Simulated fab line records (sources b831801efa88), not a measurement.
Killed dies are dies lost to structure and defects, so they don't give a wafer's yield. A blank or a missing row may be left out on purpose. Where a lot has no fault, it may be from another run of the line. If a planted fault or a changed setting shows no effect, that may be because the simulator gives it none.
Which tool is to blame? -- flow sky130 -- 6 lots, 18 wafers sampled, at 2 steps of a route of 708

## WHAT THE GAUGES READ, wafer by wafer
SKY_VT_ADJUST_NCORE_CD_MEAS_07 targets a cd of 380 nm.
lot,measured,on,cd_nm (nm)
L955,day 9 05:54,cd_sem-01,382.6 380.4 380.4
L959,day 10 08:38,cd_sem-02,376.2 378.6 377.3
L961,day 10 19:28,cd_sem-02,381.9 381.8 380.9
L963,day 11 13:15,cd_sem-02,379.4 380.9 381.5
L973,day 14 14:11,cd_sem-02,384.4 383.1 384.3
L975,day 15 03:15,cd_sem-02,380.6 380.3 380.8

## WHAT TOOL EACH LOT RAN ON (gives the tool, then ch and the chambers of the sampled wafers, and finally the start)
lot,SKY_VT_ADJUST_NCORE_SOFTBAKE_03
L955,"litho_track-01 ch 0, day 8 19:48"
L959,"litho_track-04 ch 0, day 9 21:29"
L961,"litho_track-01 ch 0, day 10 07:51"
L963,"litho_track-01 ch 0, day 11 01:58"
L973,"litho_track-01 ch 0, day 14 02:18"
L975,"litho_track-04 ch 0, day 14 13:59"
- SKY_VT_ADJUST_NCORE_SOFTBAKE_03: time 60 s.

## THE ANSWER, worked out from the rows above alone
Rule: the usual values come from the lots themselves. The widest of any qualifying gaps counts: lots, ordered by their means at a reading, are off when they make up no more than a third of the lots, leave a main group of 4 or more, and stand apart from it by 3 or more times the standard deviation of that group's means. A main group whose means are all the same, to the digits that the tables above print for the reading, isn't used. A lot without any number at a reading at which 4 lots or more have one is off too. All remaining lots with rows at the step are treated as sound.
Nothing can be told from this: no lot is off at any reading shown.

## WHAT THE SIMULATOR HAD PUT IN
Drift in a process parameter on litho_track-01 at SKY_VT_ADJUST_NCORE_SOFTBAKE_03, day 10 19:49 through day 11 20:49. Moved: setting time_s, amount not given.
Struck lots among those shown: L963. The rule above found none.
